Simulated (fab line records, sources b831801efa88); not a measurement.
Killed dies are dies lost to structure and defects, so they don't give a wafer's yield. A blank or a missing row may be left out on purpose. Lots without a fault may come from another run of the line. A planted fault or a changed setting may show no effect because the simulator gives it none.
A struck lot beside a sound one | flow sky130 | 15 steps out of a route of 708
Sound: wafers L217.2, L217.3, L217.5. Struck: wafers L230.1, L230.2, L230.4. The cause comes at the end.
At each step with rows: each side's tool, then ch and its chambers, then its first start. Under that, the readings that differ: sound wafers | struck wafers | difference of the means | sigmas: that difference in standard deviations of wafers without a fault.
alike: readings whose means differ by less than 2 such deviations, and words and numbers that are the same on both sides. not compared: withheld readings, readings that some wafer has no value for, bounds like >300 that may hide the same value, and numbers for which the record gives no deviation and whose values overlap.
The two part at a step that has a row with sigmas, a row that says differs or no value, or rows on one side only. Numbers that don't overlap but have no deviation are shown without sigmas and don't part them. A reading that every wafer of one side lacks parts them only if that side has two wafers or more.

first, 3 steps without rows for these wafers: SKY_VIA4_STRIP_14 (strips in post etch residue remover, time 1200 s); SKY_VIA4_CLEAN_15 (cleans in IPA, time 180 s); SKY_VIA4_CLEAN_16 (cleans in O3/DIW).
SKY_VIA4_SPUTTER_17: material TiN, target thk 20 nm, time 80 s.
  sound on pvd_sputter-02, day 45 09:19; struck on pvd_sputter-03, day 48 09:52
  alike: chamber_pressure_pa, throttle_valve_pct
SKY_VIA4_CVD_18: deposits W, target thk 505 nm, time 152.14 s.
  sound on cvd_w-01 ch 0,1, day 45 09:23; struck on cvd_w-02 ch 0,1, day 48 09:55
  alike: heater_power_w
SKY_VIA4_RS_MEAS_19: measures by four-point-probe.
  sound on film_metro-01, day 45 09:34; struck on film_metro-01, day 48 10:04
  alike: VIA4_W_RS
SKY_VIA4_THK_MEAS_20: measures by xrf.
  sound on film_metro-01, day 45 09:40; struck on film_metro-01, day 48 10:11
  alike: VIA4_W_THK
then, 1 step without rows for these wafers: SKY_VIA4_CMP_21 (polishes, stops on SiO2, t overpolish 25 s, target thk 0 nm).
SKY_METAL5_SPUTTER_00: material Ti, target thk 15 nm, time 10 s.
  sound on pvd_sputter-01, day 45 10:25; struck on pvd_sputter-01, day 48 10:35
  alike: chamber_pressure_pa, throttle_valve_pct
SKY_METAL5_SPUTTER_01: material TiN, target thk 20 nm, time 16.7 s.
  sound on pvd_sputter-01, day 45 10:27; struck on pvd_sputter-01, day 48 10:37
  alike: chamber_pressure_pa, throttle_valve_pct
then, 1 step without rows for these wafers: SKY_METAL5_SPUTTER_02 (material AlCu, target thk 1150 nm, time 61.2 s).
SKY_METAL5_SPUTTER_03: material Ti, target thk 5 nm, time 3.3 s.
  sound on pvd_sputter-01, day 45 10:36; struck on pvd_sputter-01, day 48 10:41
  alike: chamber_pressure_pa, throttle_valve_pct
SKY_METAL5_SPUTTER_04: material TiN, target thk 70 nm, time 58.3 s.
  sound on pvd_sputter-01, day 45 10:38; struck on pvd_sputter-01, day 48 10:42
  reading                  | sound                | struck               | difference | sigmas
  chamber_pressure_pa (Pa) | 0.4001 0.4009 0.3992 | 0.3769 0.3758 0.3765 | -0.0237    | -28
  alike: throttle_valve_pct
SKY_METAL5_RS_MEAS_05: measures by four-point-probe.
  sound on film_metro-02, day 45 10:46; struck on film_metro-01, day 48 10:45
  alike: METAL5_ALCU_RS
-- the record jumps here: 2 days lie between the struck wafers' starts before and after (it left off in module METAL5 and takes up again in module PAD_OPEN, whose first step shown is number 708 of the route) --
SKY_PAD_OPEN_PROBE_99:
  sound on prober-01, day 48 03:59; struck on prober-01, day 50 18:08
  alike: defect_limited_yield, killed_at_M0_to_M3, killed_at_M4_up, killed_at_contacts, killed_at_front_end, killed_at_other, killed_dies, killed_open, killed_short, sort_bin_3_pad_short, sort_bin_5_function, sort_bin_6_memory, sort_n_pass, sort_yield_pct

WHERE THEY PART
Only at SKY_METAL5_SPUTTER_04, within this record. Later steps at which nothing parts them and some readings are alike: SKY_METAL5_RS_MEAS_05, SKY_PAD_OPEN_PROBE_99.

WHY: what the simulator had put in
Process parameter drift: pvd_sputter-01, from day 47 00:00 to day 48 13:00, at SKY_METAL5_SPUTTER_04. Setting chamber_pressure_pa, moved by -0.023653, from 0.4. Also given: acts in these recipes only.
